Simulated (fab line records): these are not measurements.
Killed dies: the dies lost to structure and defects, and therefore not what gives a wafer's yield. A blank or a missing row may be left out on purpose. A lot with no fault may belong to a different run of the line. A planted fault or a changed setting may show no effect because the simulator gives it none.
fab line records | flow sky130
record: lots: 6 | wafers: 18 | last-day: 50
route steps=708 shown SD_N@344 SD_P@359 RES_XHIGH@360 PAD_OPEN@708
lots untouched by any fault: they come from a run of this same line in which no faults occurred
start-h: hours from the record's first day to the start of the lot's first wafer shown | wait-h: time in hours since the lot's previous step | " unchanged from the row above | L1.1+2: one row covering several wafers at once | - no value present, or no start provided | * or withheld: withheld | < > ~ a bound
route shown NAME@n: a module of which the file shows steps, and the number in the route of the first | usual: mean and standard deviation over wafers with no fault | same: alike in all rows | chamber/n: place in a boat | sites: readings site by site | _std_site: the values' standard deviation | _edge_site: the outer-site mean with the inner-site mean subtracted | radius-mm: for every site, how far away it sits from the centre of the wafer | mask NAME#n: copy n | behind: the last tool/chamber to shape the wafer | hold: why the lot was held/for how many hours/how that ended | device: whichever transistor did not switch (one of n, p or np) | end of line: the route-end tests of the same wafers | a step with no rows: only its recipe | killed: dies lost to structure and defects at the first sort, not the wafer's yield | map: dies across one wafer; x = killed, . = not, _ = none there
set.NAME: setting as actually run; set.NAME@STEP: the setting as run at that earlier step | model.NAME: the simulator's own value behind a step, which no gauge read
lots at some steps of the route; a table a step, a row a wafer
services: from which hour (start-h, from the record's first day; less than 0 if before it) a tool's chamber was out of use, for how many hours, and why
== steps ==
step: SKY_SD_N_COAT_02
recipe: resist: NOVOLAK | spin-rpm: 3000 | resist-thk-nm: 1140
step: SKY_SD_N_SOFTBAKE_03
recipe: temp-c: 90 | time-s: 60 | resist: NOVOLAK
step: SKY_SD_N_EXPOSE_04
recipe: mask-id: NSDM | na: 0.6 | source-shape: conventional | sigma-outer: 0.6 | polarization: unpolarized | target-cd-nm: 380 | dose-mj: 141
step: SKY_SD_N_PEB_05
recipe: temp-c: withheld | time-s: * | resist: NOVOLAK
step: SKY_SD_N_DEVELOP_06
recipe: resist: NOVOLAK | developer: TMAH | develop-time-s: 60 | dev-temp-c: 23
step: SKY_SD_N_CD_MEAS_07
recipe: target-cd-nm: 380
usual: cd-nm: 380.2/2.1
lot.wafer | tool      | chamber | start-h | wait-h | cd-nm
L215.1    | cd-sem-02 | -       | 699.38  | 0.1    | 376.7
L215.5    | "         | -       | "       | "      | 377.4
L215.6    | "         | -       | "       | "      | 375.8
L217.1    | cd-sem-01 | -       | 719.26  | 0.1    | 381.9
L217.2    | "         | -       | "       | "      | 382.8
L217.6    | "         | -       | "       | "      | 384.5
L218.1    | cd-sem-02 | -       | 721.06  | 0.1    | 379.1
L218.5    | "         | -       | "       | "      | 379.2
L218.6    | "         | -       | "       | "      | 378.4
L220.1    | cd-sem-01 | -       | 733.18  | 0.1    | 382.4
L220.2    | "         | -       | "       | "      | 380.7
L220.6    | "         | -       | "       | "      | 382.5
L233.1    | cd-sem-01 | -       | 813.36  | 0.1    | 381.5
L233.4    | "         | -       | "       | "      | 382.5
L233.6    | "         | -       | "       | "      | 382.1
L234.2    | cd-sem-01 | -       | 832.43  | 0.1    | 380.2
L234.3    | "         | -       | "       | "      | 380.1
L234.6    | "         | -       | "       | "      | 380.3
step: SKY_SD_N_OVL_MEAS_08
usual: SD_N_OVL: 0.1/1.5
lot.wafer | tool       | chamber | start-h | wait-h | SD_N_OVL[nm]
L215.1    | overlay-02 | -       | 699.50  | 0.1    | 0.6
L215.5    | "          | -       | "       | "      | 1.2
L215.6    | "          | -       | "       | "      | 0.1
L217.1    | overlay-01 | -       | 719.38  | 0.1    | -0.1
L217.2    | "          | -       | "       | "      | 2.9
L217.6    | "          | -       | "       | "      | -2.5
L218.1    | overlay-02 | -       | 721.18  | 0.1    | 1.1
L218.5    | "          | -       | "       | "      | 1.1
L218.6    | "          | -       | "       | "      | 2.4
L220.1    | overlay-01 | -       | 733.30  | 0.1    | 0.2
L220.2    | "          | -       | "       | "      | 1.1
L220.6    | "          | -       | "       | "      | 0.4
L233.1    | overlay-01 | -       | 813.48  | 0.1    | 0.0
L233.4    | "          | -       | "       | "      | 0.4
L233.6    | "          | -       | "       | "      | -0.9
L234.2    | overlay-02 | -       | 832.54  | 0.1    | 1.5
L234.3    | "          | -       | "       | "      | 0.2
L234.6    | "          | -       | "       | "      | -0.5
step: SKY_SD_N_IMPLANT_09
recipe: species: As | energy-kev: 50 | dose-cm2: 4e+15 | tilt-deg: 0
step: SKY_SD_N_IMPLANT_10
recipe: species: P | energy-kev: 20 | dose-cm2: 1e+14 | tilt-deg: 0
step: SKY_SD_N_STRIP_11
recipe: chemistry: O2/N2 | power-w: 1400 | pressure-mtorr: 1500 | platen-temp-c: withheld | o2-flow-sccm: 3000 | n2-flow-sccm: 300 | overash-fraction: 0.5
usual: drypump-motor-current-A: 5.5/0.36 | o2-flow-sccm: 2999/7.9 | oes-product-au: 0.527/0.0044 | strip-time-to-endpoint-s: 22.54/0.043
lot.wafer | tool            | chamber | start-h | wait-h | drypump-motor-current-A | o2-flow-sccm | oes-product-au | rf-hours-counter-h | strip-time-to-endpoint-s
L215.1    | plasma-asher-03 | 0       | 699.84  | 0.1    | 5.3                     | 3003         | 0.529          | 27                 | 22.61
L215.5    | "               | 0       | "       | "      | 5.3                     | 2987         | 0.528          | -                  | 22.58
L215.6    | "               | 1       | "       | "      | 5.4                     | 3001         | 0.526          | -                  | 22.54
L217.1    | plasma-asher-01 | 1       | 719.72  | 0.1    | 5.3                     | 3003         | 0.530          | 61                 | 22.56
L217.2    | "               | 0       | "       | "      | 5.4                     | 3004         | 0.535          | 61                 | 22.56
L217.6    | "               | 0       | "       | "      | 5.4                     | 3002         | 0.524          | -                  | 22.60
L218.1    | plasma-asher-02 | 1       | 721.52  | 0.1    | 5.4                     | 2986         | 0.531          | 102                | 22.51
L218.5    | "               | 1       | "       | "      | 5.4                     | 2991         | 0.525          | -                  | 22.49
L218.6    | "               | 0       | "       | "      | 6.4                     | 2998         | 0.519          | -                  | 22.52
L220.1    | plasma-asher-03 | 0       | 733.64  | 0.1    | 5.3                     | 2990         | 0.521          | 29                 | 22.59
L220.2    | "               | 1       | "       | "      | 5.4                     | 3012         | 0.525          | 29                 | 22.63
L220.6    | "               | 0       | "       | "      | 5.3                     | 3004         | 0.527          | -                  | 22.57
L233.1    | plasma-asher-01 | 0       | 813.82  | 0.1    | 5.4                     | 2994         | 0.517          | 71                 | 22.50
L233.4    | "               | 1       | "       | "      | 5.3                     | 2985         | 0.532          | -                  | 22.54
L233.6    | "               | 0       | "       | "      | 5.4                     | 2990         | 0.531          | -                  | 22.48
L234.2    | plasma-asher-01 | 1       | 832.87  | 0.1    | 5.3                     | 3008         | 0.523          | 73                 | 22.50
L234.3    | "               | 1       | "       | "      | 5.3                     | 3012         | 0.527          | -                  | 22.50
L234.6    | "               | 1       | "       | "      | 5.4                     | 2999         | 0.527          | -                  | 22.47
step: SKY_SD_N_TW_MEAS_12
usual: SD_N_TW: 3922/24
lot.wafer | tool          | chamber | start-h | wait-h | SD_N_TW
L215.1    | film-metro-02 | -       | 699.94  | 0.1    | 3918
L215.5    | "             | -       | "       | "      | 3910
L215.6    | "             | -       | "       | "      | 3925
L217.1    | film-metro-04 | -       | 719.82  | 0.1    | 3926
L217.2    | "             | -       | "       | "      | 3950
L217.6    | "             | -       | "       | "      | 3952
L218.1    | film-metro-01 | -       | 721.62  | 0.1    | 3914
L218.5    | "             | -       | "       | "      | 3922
L218.6    | "             | -       | "       | "      | 3939
L220.1    | film-metro-04 | -       | 733.74  | 0.1    | 3933
L220.2    | "             | -       | "       | "      | 3952
L220.6    | "             | -       | "       | "      | 3955
L233.1    | film-metro-01 | -       | 813.92  | 0.1    | 3895
L233.4    | "             | -       | "       | "      | 3914
L233.6    | "             | -       | "       | "      | 3926
L234.2    | film-metro-02 | -       | 832.98  | 0.1    | 3902
L234.3    | "             | -       | "       | "      | 3910
L234.6    | "             | -       | "       | "      | 3912
step: SKY_SD_N_CLEAN_13
recipe: chemistry: SC1/SC2 | mix: 1:4:20 | temp-c: 70 | time-s: 150 | dry: n2-spin
step: SKY_SD_N_RTA_14
recipe: temp-c: 1075 | time-s: 2 | idle-temp-c: 650 | ramp-up-c-per-s: 150 | ramp-down-c-per-s: 90 | ambient: N2
usual: chamber-o2-ppm: 2.002/0.021 | lamp-power-pct: 15.73/0.05 | wafer_temp_C_max: 1078.0/1.2
lot.wafer | tool          | chamber | start-h | wait-h | chamber-o2-ppm | lamp-power-pct | wafer_temp_C_max
L215.1    | rtp-anneal-01 | 0       | 700.05  | 0.0    | 2.038          | 15.69          | 1077.0
L215.5    | "             | 0       | "       | "      | 2.010          | 15.68          | 1079.2
L215.6    | "             | 0       | "       | "      | 2.010          | 15.82          | 1080.8
L217.1    | rtp-anneal-01 | 0       | 719.93  | 0.0    | 2.010          | 15.83          | 1077.4
L217.2    | "             | 0       | "       | "      | 2.018          | 15.78          | 1077.7
L217.6    | "             | 0       | "       | "      | 2.025          | 15.76          | 1078.0
L218.1    | rtp-anneal-02 | 0       | 721.73  | 0.0    | 2.024          | 15.80          | 1084.1
L218.5    | "             | 0       | "       | "      | 2.001          | 15.81          | 1085.1
L218.6    | "             | 0       | "       | "      | 1.987          | 15.83          | 1084.0
L220.1    | rtp-anneal-02 | 0       | 733.85  | 0.0    | 1.977          | 15.75          | 1083.5
L220.2    | "             | 0       | "       | "      | 2.009          | 15.76          | 1084.2
L220.6    | "             | 0       | "       | "      | 1.973          | 15.77          | 1084.1
L233.1    | rtp-anneal-02 | 0       | 814.03  | 0.0    | 1.992          | 15.76          | 1078.2
L233.4    | "             | 0       | "       | "      | 1.969          | 15.72          | 1078.1
L233.6    | "             | 0       | "       | "      | 1.983          | 15.76          | 1077.7
L234.2    | rtp-anneal-02 | 0       | 833.09  | 0.0    | 2.018          | 15.73          | 1077.4
L234.3    | "             | 0       | "       | "      | 2.020          | 15.65          | 1077.7
L234.6    | "             | 0       | "       | "      | 2.011          | 15.75          | 1080.4
step: SKY_SD_N_RS_MEAS_16
recipe: thk-meas-gauge: four-point-probe
usual: SD_N_RS: 68.63/0.1
lot.wafer | tool          | chamber | start-h | wait-h | hold                     | SD_N_RS[ohm/sq]
L215.1    | film-metro-04 | -       | 700.23  | 0.1    | -                        | 68.57
L215.5    | "             | -       | "       | "      | -                        | 68.63
L215.6    | "             | -       | "       | "      | -                        | 68.46
L217.1    | film-metro-04 | -       | 720.11  | 0.1    | -                        | 68.54
L217.2    | "             | -       | "       | "      | -                        | 68.60
L217.6    | "             | -       | "       | "      | -                        | 68.86
L218.1    | film-metro-04 | -       | 721.90  | 0.1    | await-dispo/0.2h/release | 67.50
L218.5    | "             | -       | "       | "      | await-dispo/0.2h/release | 67.49
L218.6    | "             | -       | "       | "      | await-dispo/0.2h/release | 67.65
L218.1    | film-metro-04 | -       | 722.26  | 0.3    | -                        | 67.32
L218.5    | "             | -       | "       | "      | -                        | 67.56
L218.6    | "             | -       | "       | "      | -                        | 67.46
L220.1    | film-metro-04 | -       | 734.02  | 0.1    | await-dispo/0.2h/release | 67.52
L220.2    | "             | -       | "       | "      | await-dispo/0.2h/release | 67.64
L220.6    | "             | -       | "       | "      | await-dispo/0.2h/release | 67.42
L220.1    | film-metro-04 | -       | 734.38  | 0.3    | -                        | 67.65
L220.2    | "             | -       | "       | "      | -                        | 67.49
L220.6    | "             | -       | "       | "      | -                        | 67.50
L233.1    | film-metro-01 | -       | 814.20  | 0.1    | -                        | 68.61
L233.4    | "             | -       | "       | "      | -                        | 68.76
L233.6    | "             | -       | "       | "      | -                        | 68.71
L234.2    | film-metro-01 | -       | 833.28  | 0.1    | -                        | 68.60
L234.3    | "             | -       | "       | "      | -                        | 68.51
L234.6    | "             | -       | "       | "      | -                        | 68.66
step: SKY_SD_N_RS_MEAS_17
recipe: thk-meas-gauge: four-point-probe
usual: SD_P_RS: 147.3/0.31
lot.wafer | tool          | chamber | start-h | wait-h | hold                     | SD_P_RS[ohm/sq]
L215.1    | film-metro-04 | -       | 700.35  | 0.1    | -                        | 147.0
L215.5    | "             | -       | "       | "      | -                        | 146.9
L215.6    | "             | -       | "       | "      | -                        | 147.0
L217.1    | film-metro-04 | -       | 720.23  | 0.1    | -                        | 147.3
L217.2    | "             | -       | "       | "      | -                        | 147.2
L217.6    | "             | -       | "       | "      | -                        | 147.9
L218.1    | film-metro-04 | -       | 730.31  | 8.0    | await-dispo/0.2h/release | 141.9
L218.5    | "             | -       | "       | "      | await-dispo/0.2h/release | 141.9
L218.6    | "             | -       | "       | "      | await-dispo/0.2h/release | 141.5
L218.1    | film-metro-04 | -       | 730.60  | 0.3    | -                        | 141.7
L218.5    | "             | -       | "       | "      | -                        | 141.8
L218.6    | "             | -       | "       | "      | -                        | 141.8
L220.1    | film-metro-04 | -       | 738.47  | 4.1    | await-dispo/0.2h/release | 142.0
L220.2    | "             | -       | "       | "      | await-dispo/0.2h/release | 142.2
L220.6    | "             | -       | "       | "      | await-dispo/0.2h/release | 141.9
L220.1    | film-metro-04 | -       | 738.86  | 0.4    | -                        | 142.0
L220.2    | "             | -       | "       | "      | -                        | 142.3
L220.6    | "             | -       | "       | "      | -                        | 142.2
L233.1    | film-metro-01 | -       | 814.32  | 0.1    | -                        | 147.8
L233.4    | "             | -       | "       | "      | -                        | 147.4
L233.6    | "             | -       | "       | "      | -                        | 147.3
L234.2    | film-metro-01 | -       | 833.40  | 0.1    | -                        | 147.2
L234.3    | "             | -       | "       | "      | -                        | 147.1
L234.6    | "             | -       | "       | "      | -                        | 147.0
step: SKY_SD_N_RS_MEAS_18
recipe: thk-meas-gauge: four-point-probe
usual: RES_XHIGH_RS: 333.9/1.1
lot.wafer | tool          | chamber | start-h | wait-h | hold                     | RES_XHIGH_RS[ohm/sq]
L215.1    | film-metro-04 | -       | 700.47  | 0.1    | -                        | 333.8
L215.5    | "             | -       | "       | "      | -                        | 333.8
L215.6    | "             | -       | "       | "      | -                        | 333.8
L217.1    | film-metro-04 | -       | 720.35  | 0.1    | -                        | 336.3
L217.2    | "             | -       | "       | "      | -                        | 335.3
L217.6    | "             | -       | "       | "      | -                        | 333.8
L218.1    | film-metro-04 | -       | 733.05  | 2.4    | await-dispo/2.3h/release | 333.1
L218.5    | "             | -       | "       | "      | await-dispo/2.3h/release | 333.7
L218.6    | "             | -       | "       | "      | await-dispo/2.3h/release | 333.5
L220.1    | film-metro-04 | -       | 745.84  | 7.0    | await-dispo/6.9h/release | 334.9
L220.2    | "             | -       | "       | "      | await-dispo/6.9h/release | 334.9
L220.6    | "             | -       | "       | "      | await-dispo/6.9h/release | 335.2
L233.1    | film-metro-01 | -       | 814.44  | 0.1    | -                        | 335.5
L233.4    | "             | -       | "       | "      | -                        | 335.4
L233.6    | "             | -       | "       | "      | -                        | 334.8
L234.2    | film-metro-01 | -       | 833.52  | 0.1    | -                        | 333.0
L234.3    | "             | -       | "       | "      | -                        | 333.6
L234.6    | "             | -       | "       | "      | -                        | 331.4
step: SKY_PAD_OPEN_PROBE_99
usual: killed_at_M0_to_M3: 43/7.4 | killed_at_M4_up: 3.3/2 | killed-at-contacts: 24/5.4 | killed-at-front-end: 16/4.2 | killed-at-other: 0.3/0.61 | killed-dies: 87/9.4 | killed-on-rim: 17/3.8 | killed-open: 47/7.3 | killed-short: 40/6.7
same: gross-dies: 492 | killed-at-back-side: 0
lot.wafer | tool      | chamber | start-h | wait-h | killed_at_M0_to_M3 | killed_at_M4_up | killed-at-contacts | killed-at-front-end | killed-at-other | killed-dies | killed-on-rim | killed-open | killed-short | model.etest.res-xhigh-po.line-ohm-um | model.etest.res-xhigh-po.rs-ohm-sq | model.etest.res-pdiff.line-ohm-um | model.etest.res-high-po.line-ohm-um | model.etest.licon-high-po.rc-ohm | model.etest.res-high-po.rs-ohm-sq | model.etest.res-pdiff-hv.rs-ohm-sq | model.etest.res-pdiff.rs-ohm-sq
L215.1    | prober-02 | -       | 1113.83 | 0.1    | 33                 | 4               | 27                 | 16                  | 0               | 80          | 16            | 35          | 44           | 5578                                 | 1930                               | 1377                              | 734.1                               | 352.8                            | 255.9                             | 193.9                              | 199.3
L215.5    | prober-02 | -       | 1114.03 | 0.2    | 46                 | 2               | 33                 | 13                  | 0               | 94          | 16            | 55          | 39           | 5993                                 | 2049                               | 1386                              | 768.5                               | 375                              | 263.9                             | 195.6                              | 200
L215.6    | prober-02 | -       | 1114.08 | 0.2    | 32                 | 5               | 24                 | 23                  | 0               | 84          | 13            | 44          | 40           | 5718                                 | 1976                               | 1355                              | 755.5                               | 353.5                            | 258                               | 193.4                              | 198.4
L217.1    | prober-02 | -       | 1131.16 | 0.1    | 46                 | 4               | 18                 | 23                  | 0               | 91          | 20            | 47          | 42           | 5647                                 | 1983                               | 1331                              | 725                                 | 361.7                            | 254                               | 191.6                              | 197.3
L217.2    | prober-02 | -       | 1131.21 | 0.1    | 43                 | 0               | 17                 | 16                  | 2               | 78          | 16            | 39          | 38           | 5566                                 | 1953                               | 1346                              | 713                                 | 345.1                            | 255.2                             | 192.3                              | 197.2
L217.6    | prober-02 | -       | 1131.41 | 0.2    | 51                 | 3               | 19                 | 17                  | 0               | 90          | 18            | 58          | 30           | 5485                                 | 1944                               | 1358                              | 723.8                               | 348.7                            | 258                               | 191.7                              | 198.8
L218.1    | prober-01 | -       | 1133.05 | 0.1    | 48                 | 3               | 20                 | 20                  | 0               | 91          | 17            | 42          | 49           | 5581                                 | 1974                               | 1311                              | 722.5                               | 331.3                            | 255.9                             | 183.6                              | 191.6
L218.5    | prober-01 | -       | 1133.25 | 0.2    | 54                 | 3               | 22                 | 18                  | 0               | 97          | 21            | 58          | 38           | 5357                                 | 1895                               | 1312                              | 693.5                               | 342.4                            | 248                               | 184.3                              | 189.6
L218.6    | prober-01 | -       | 1133.30 | 0.2    | 52                 | 3               | 22                 | 13                  | 0               | 90          | 24            | 50          | 40           | 5371                                 | 1918                               | 1298                              | 707.7                               | 335.5                            | 249.6                             | 182.8                              | 188.6
L220.1    | prober-01 | -       | 1141.38 | 0.1    | 38                 | 9               | 28                 | 9                   | 0               | 84          | 14            | 46          | 38           | 5563                                 | 1902                               | 1383                              | 703.3                               | 317.7                            | 245.1                             | 187.2                              | 193.8
L220.2    | prober-01 | -       | 1141.43 | 0.1    | 50                 | 4               | 38                 | 10                  | 0               | 102         | 24            | 51          | 51           | 5759                                 | 1978                               | 1372                              | 719.3                               | 324                              | 252.8                             | 185.3                              | 192.9
L220.6    | prober-01 | -       | 1141.63 | 0.2    | 48                 | 2               | 18                 | 24                  | 1               | 93          | 23            | 56          | 37           | 5647                                 | 1961                               | 1356                              | 714.2                               | 325.5                            | 250.4                             | 186.4                              | 193
L233.1    | prober-02 | -       | 1193.02 | 0.1    | 26                 | 1               | 22                 | 27                  | 0               | 76          | 16            | 36          | 39           | 5810                                 | 2027                               | 1390                              | 761.5                               | 358.4                            | 263                               | 192.1                              | 198.1
L233.4    | prober-02 | -       | 1193.17 | 0.2    | 54                 | 3               | 18                 | 19                  | 1               | 95          | 19            | 50          | 45           | 5724                                 | 2032                               | 1353                              | 732.8                               | 360.8                            | 260.1                             | 190.7                              | 197
L233.6    | prober-02 | -       | 1193.27 | 0.2    | 32                 | 3               | 22                 | 16                  | 1               | 74          | 9             | 32          | 42           | 5727                                 | 2006                               | 1364                              | 743.2                               | 358.4                            | 260.8                             | 191.6                              | 197.9
L234.2    | prober-02 | -       | 1204.98 | 0.1    | 43                 | 7               | 29                 | 11                  | 0               | 90          | 18            | 47          | 43           | 5730                                 | 1980                               | 1398                              | 752                                 | 347.8                            | 264.8                             | 188.5                              | 195.8
L234.3    | prober-02 | -       | 1205.03 | 0.2    | 46                 | 3               | 24                 | 16                  | 0               | 89          | 14            | 47          | 40           | 5300                                 | 1864                               | 1378                              | 727.6                               | 325.4                            | 256                               | 189.2                              | 196.9
L234.6    | prober-02 | -       | 1205.18 | 0.2    | 31                 | 2               | 29                 | 14                  | 0               | 76          | 12            | 36          | 38           | 5645                                 | 1960                               | 1411                              | 742                                 | 342.4                            | 264.7                             | 188.2                              | 196.2
killed by level:class
L215.1 VIA1:geometric-particle:open=9 METAL2:geometric-particle:short=9 LI_CONTACT:geometric-particle:open=6 CONTACT:geometric-particle:open=6 LI_CONTACT:geometric-particle:short=5 CONTACT:geometric-particle:short=5 METAL3:geometric-particle:short=5 FIELD_ISO:geometric-particle:open=4
L215.5 LI_CONTACT:geometric-particle:open=13 CONTACT:geometric-particle:open=12 VIA3:geometric-particle:open=8 VIA1:geometric-particle:open=8 VIA2:geometric-particle:open=8 METAL1:geometric-particle:short=6 VIA1:geometric-particle:short=6 METAL2:geometric-particle:short=5
L215.6 VIA1:geometric-particle:open=6 CONTACT:geometric-particle:open=6 FIELD_ISO:geometric-particle:open=5 POLY_GATE:geometric-particle:open=5 LI_CONTACT:geometric-particle:open=5 CONTACT:geometric-particle:short=5 METAL1:geometric-particle:short=5 VIA1:geometric-particle:short=5
L217.1 VIA1:geometric-particle:open=12 VIA3:geometric-particle:short=8 VIA2:geometric-particle:open=8 FIELD_ISO:geometric-particle:open=7 METAL2:geometric-particle:short=7 LOCAL_INTERCONNECT:geometric-particle:short=5 CONTACT:geometric-particle:short=5 FIELD_ISO:geometric-particle:short=4
L217.2 VIA2:geometric-particle:open=8 METAL1:geometric-particle:short=7 VIA1:geometric-particle:open=6 FIELD_ISO:geometric-particle:open=5 CONTACT:geometric-particle:open=5 LOCAL_INTERCONNECT:geometric-particle:short=5 VIA1:geometric-particle:short=5 METAL2:geometric-particle:short=5
L217.6 CONTACT:geometric-particle:open=11 VIA3:geometric-particle:open=11 VIA2:geometric-particle:open=11 VIA1:geometric-particle:open=9 FIELD_ISO:geometric-particle:open=5 VIA2:geometric-particle:short=5 VIA3:geometric-particle:short=4 POLY_GATE:geometric-particle:open=3
L218.1 VIA1:geometric-particle:open=11 METAL2:geometric-particle:short=10 LOCAL_INTERCONNECT:geometric-particle:short=7 POLY_GATE:geometric-particle:short=6 CONTACT:geometric-particle:short=5 VIA1:geometric-particle:short=5 VIA3:geometric-particle:open=5 VIA2:geometric-particle:open=5
L218.5 VIA1:geometric-particle:open=16 CONTACT:geometric-particle:open=10 VIA3:geometric-particle:open=6 VIA1:geometric-particle:short=6 METAL2:geometric-particle:short=6 VIA2:geometric-particle:open=6 FIELD_ISO:geometric-particle:open=5 POLY_GATE:geometric-particle:open=5
L218.6 VIA1:geometric-particle:open=16 CONTACT:geometric-particle:open=9 VIA3:geometric-particle:short=7 METAL1:geometric-particle:short=6 METAL2:geometric-particle:short=5 LI_CONTACT:geometric-particle:open=5 METAL1:geometric-particle:open=4 SPACER:geometric-particle:short=4
L220.1 CONTACT:geometric-particle:open=12 VIA1:geometric-particle:open=9 VIA2:geometric-particle:open=7 METAL4:geometric-particle:short=7 CONTACT:geometric-particle:short=5 LI_CONTACT:geometric-particle:open=5 METAL1:geometric-particle:short=4 VIA3:geometric-particle:short=4
L220.2 VIA1:geometric-particle:open=15 LI_CONTACT:geometric-particle:open=11 LOCAL_INTERCONNECT:geometric-particle:short=10 CONTACT:geometric-particle:open=9 METAL2:geometric-particle:short=8 VIA2:geometric-particle:short=5 CONTACT:geometric-particle:short=5 VIA1:geometric-particle:short=5
L220.6 CONTACT:geometric-particle:open=9 VIA2:geometric-particle:open=9 VIA1:geometric-particle:open=9 VIA3:geometric-particle:open=8 POLY_GATE:geometric-particle:open=6 POLY_GATE:geometric-particle:short=6 METAL2:geometric-particle:short=6 VIA2:geometric-particle:short=5
L233.1 FIELD_ISO:geometric-particle:short=9 CONTACT:geometric-particle:open=8 POLY_GATE:geometric-particle:open=6 LI_CONTACT:geometric-particle:open=5 LOCAL_INTERCONNECT:geometric-particle:short=4 CONTACT:geometric-particle:short=4 VIA1:geometric-particle:short=4 POLY_GATE:geometric-particle:short=3
L233.4 VIA1:geometric-particle:open=12 VIA3:geometric-particle:open=8 METAL1:geometric-particle:short=7 FIELD_ISO:geometric-particle:short=6 CONTACT:geometric-particle:open=6 METAL3:geometric-particle:short=6 METAL1:geometric-particle:open=5 POLY_GATE:geometric-particle:open=4
L233.6 LI_CONTACT:geometric-particle:open=8 FIELD_ISO:geometric-particle:short=6 VIA1:geometric-particle:open=6 VIA2:geometric-particle:short=6 METAL2:geometric-particle:short=5 LOCAL_INTERCONNECT:geometric-particle:short=5 LI_CONTACT:geometric-particle:short=4 CONTACT:geometric-particle:open=4
L234.2 LI_CONTACT:geometric-particle:open=10 VIA1:geometric-particle:open=7 VIA1:geometric-particle:short=7 CONTACT:geometric-particle:open=6 METAL2:geometric-particle:short=6 LOCAL_INTERCONNECT:geometric-particle:short=5 METAL2:geometric-particle:open=5 METAL3:geometric-particle:short=5
L234.3 VIA3:geometric-particle:open=10 VIA1:geometric-particle:open=9 CONTACT:geometric-particle:open=9 METAL2:geometric-particle:short=7 METAL1:geometric-particle:short=7 CONTACT:geometric-particle:short=6 POLY_GATE:geometric-particle:short=5 LI_CONTACT:geometric-particle:open=4
L234.6 CONTACT:geometric-particle:open=8 VIA2:geometric-particle:open=8 CONTACT:geometric-particle:short=7 METAL1:geometric-particle:short=6 POLY_GATE:geometric-particle:open=5 LI_CONTACT:geometric-particle:short=5 LI_CONTACT:geometric-particle:open=5 VIA1:geometric-particle:open=4
== services ==
tool            | chamber | start-h | hours | kind
plasma-asher-03 | -       | 719.11  | 4.5   | repair
plasma-asher-02 | -       | 733.75  | 9.0   | pm
plasma-asher-02 | 0       | 733.75  | 9.0   | vent-cycle
plasma-asher-02 | 1       | 733.75  | 9.0   | vent-cycle
plasma-asher-02 | 0       | 742.75  | -     | clean
plasma-asher-02 | 1       | 742.75  | -     | clean
== key ==
first-sign: step: SKY_SD_N_RTA_14 | reading: wafer_temp_C_max | direction: up | sigmas: 5 | usual: * | struck: *
effect: step: SKY_SD_N_RS_MEAS_16 | reading: visit | direction: added
effect: step: SKY_SD_N_RS_MEAS_16 | reading: SD_N_RS | direction: down | sigmas: 11 | usual: 68.63 | struck: 67.54
effect: step: SKY_SD_N_RS_MEAS_17 | reading: visit | direction: added
effect: step: SKY_SD_N_RS_MEAS_17 | reading: SD_P_RS | direction: down | sigmas: 17 | usual: 147.3 | struck: 141.9
model-effect: step: SKY_PAD_OPEN_PROBE_99 | value: etest.res-xhigh-po.line-ohm-um | without: 5880 | struck: 5546
met-at SKY_SD_N_RTA_14
struck-wafers L218.1,L218.5,L218.6,L220.1,L220.2,L220.6
tester-left-out L218,L220
fault: kind: process-parameter-drift | tool: rtp-anneal-02 | chamber: - | onset-h: 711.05 | steps: SKY_SD_N_RTA_14 | channel: temp-c | offset: * | shape: step | end-h: 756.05 | acts-in: * | stated: *
tester-left-out: of these lots the tester's yield and bins aren't shown, on N5 and GAA mostly nor the transistor test; their killed dies are dies lost to structure and defects alone, not to doping, threshold or leakage, so they don't give the yield
